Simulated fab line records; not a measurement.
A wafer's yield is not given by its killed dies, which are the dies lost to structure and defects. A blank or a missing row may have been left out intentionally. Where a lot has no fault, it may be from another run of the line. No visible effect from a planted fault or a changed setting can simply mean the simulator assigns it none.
One fault through the eyes of 2 desks -- flow sky130 -- every desk sees just its own numbers, and what lay behind them comes last

## THE METROLOGY DESK
What the gauges read, lot by lot, whatever tool the lot ran on: means of the sampled wafers that have a number. If a lot's mean is further than 4 standard deviations from the usual mean, the lot is out of limits and carries the mark OUT (the distance appears in the brackets).
Columns: A = PASSIVATION_CVD_02_THK at SKY_PASSIVATION_THK_MEAS_03, usual 540 nm
lot,first seen here,A
L801,day 44 05:58,543
L802,day 44 11:18,540
L805,day 45 15:47,533
L808,day 45 22:58,536
L809,day 46 07:41,541
L810,day 46 14:59,546
L812,day 47 04:53,534
L813,day 47 08:14,531
L819,day 48 19:16,539
L821,day 49 09:28,540
L823,day 49 10:46,537
Finding of this desk: none of the 11 lots has anything out of limits.

## FOR THE TOOL OWNER'S DESK: rie metal-02
The tool's own readings at SKY_METAL5_METAL_ETCH_15 (etches the open film in Cl2/BCl3, stops on SiO2, target depth 1260 nm, time 252 s): means of the sampled wafers that have a number, for each lot that ran on this tool. If a lot's mean is further than 4 standard deviations from the usual mean, the lot is out of limits and carries the mark OUT (the distance appears in the brackets).
Columns: A = drypump motor current A at SKY_METAL5_METAL_ETCH_15, usual 5.6 A; B = oes product au at SKY_METAL5_METAL_ETCH_15, usual 0.894 a.u.; C = throttle valve pct at SKY_METAL5_METAL_ETCH_15, usual 22.264 %
lot,first seen here,A,B,C
L801,day 44 04:46,5.9,0.892,22.256
L808,day 45 21:24,5.2,0.893,22.253
L810,day 46 13:33,5.2,0.894,22.266
L812,day 47 03:48,5.9,0.894,22.268
L813,day 47 07:04,5.6,0.901,22.265
L819,day 48 18:07,6.3,0.894,22.250
Finding of this desk: none of the 6 lots has anything out of limits.

## PUT TOGETHER
At the metrology desk, nothing out of limits was observed.
Nothing out of limits was seen by the tool owner's desk.

## WHAT THE SIMULATOR HAD INSERTED
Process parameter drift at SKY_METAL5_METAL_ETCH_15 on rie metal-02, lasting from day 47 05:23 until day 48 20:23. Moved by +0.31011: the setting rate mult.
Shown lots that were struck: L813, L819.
